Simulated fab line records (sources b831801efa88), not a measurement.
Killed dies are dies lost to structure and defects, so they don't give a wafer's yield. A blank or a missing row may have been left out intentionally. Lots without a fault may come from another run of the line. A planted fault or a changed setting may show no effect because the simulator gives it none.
What tool caused it? | flow sky130 | 33 wafers from 11 lots sampled at 2 of the route's 708 steps

## WHAT EACH GAUGE READ, for each wafer
SKY_POLY_GATE_THK_MEAS_01.
lot  | measured     | on           | POLY_GATE_CVD_00_THK (nm)
L105 | day 13 21:34 | filmMetro-04 | 179.9 181.7 180.1
L109 | day 15 10:20 | filmMetro-03 | 179.2 178.7 179.0
L110 | day 15 21:19 | filmMetro-02 | 123.6 115.7 119.4
L111 | day 16 01:37 | filmMetro-03 | 162.5 154.5 135.9
L112 | day 16 18:55 | filmMetro-02 | 115.1 109.9 110.2
L120 | day 19 07:53 | filmMetro-04 | 180.7 181.9 180.9
L121 | day 19 14:14 | filmMetro-02 | 184.5 184.3 183.6
L122 | day 20 08:50 | filmMetro-04 | 183.8 185.1 184.7
L123 | day 20 11:47 | filmMetro-04 | 185.2 183.6 184.0
L126 | day 21 04:18 | filmMetro-03 | 182.5 182.9 181.6
L127 | day 21 13:29 | filmMetro-03 | 181.0 179.7 180.6

## WHAT TOOL EACH LOT RAN ON (gives the tool, then ch and the chambers of the sampled wafers, and finally the start)
lot  | SKY_POLY_GATE_CVD_00
L105 | lpcvd-01 ch 1, day 13 20:21
L109 | lpcvd-01 ch 1, day 15 09:08
L110 | lpcvd-01 ch 1, day 15 20:07
L111 | lpcvd-01 ch 1, day 16 00:25
L112 | lpcvd-01 ch 1, day 16 17:43
L120 | lpcvd-01 ch 0, day 19 06:40
L121 | lpcvd-01 ch 1, day 19 13:02
L122 | lpcvd-01 ch 1, day 20 07:38
L123 | lpcvd-01 ch 0, day 20 10:34
L126 | lpcvd-01 ch 1, day 21 03:06
L127 | lpcvd-01 ch 1, day 21 12:17
- SKY_POLY_GATE_CVD_00: deposits poly-Si, target thk 180 nm, time 720 s.

## THE ANSWER, worked out from the rows above alone
Rule: usual is defined by the lots themselves. Put in order of their means at a reading, lots are off if they are a third of the lots or fewer, leave a main group of 4 or more, and stand apart from it by a gap of 3 or more times the standard deviation of the main group's means; of several such gaps the widest counts. If all means in a main group match to the digits the tables above print for the reading, that group is not used. Also off: a lot with no number at a reading for which 4 or more lots have one. All remaining lots with rows at the step are treated as sound.
Off: L110, L111, L112, seen at SKY_POLY_GATE_THK_MEAS_01 (POLY_GATE_CVD_00_THK). Mean 182.1 nm and standard deviation 2 in the main group.
A tool fits if, at a process step before that reading, it ran every lot that is off, and no sound lot after the first of them. The gauges at SKY_POLY_GATE_THK_MEAS_01 are tried like those tools. No candidate that was tried fits.

## WHAT WAS PUT IN BY THE SIMULATOR
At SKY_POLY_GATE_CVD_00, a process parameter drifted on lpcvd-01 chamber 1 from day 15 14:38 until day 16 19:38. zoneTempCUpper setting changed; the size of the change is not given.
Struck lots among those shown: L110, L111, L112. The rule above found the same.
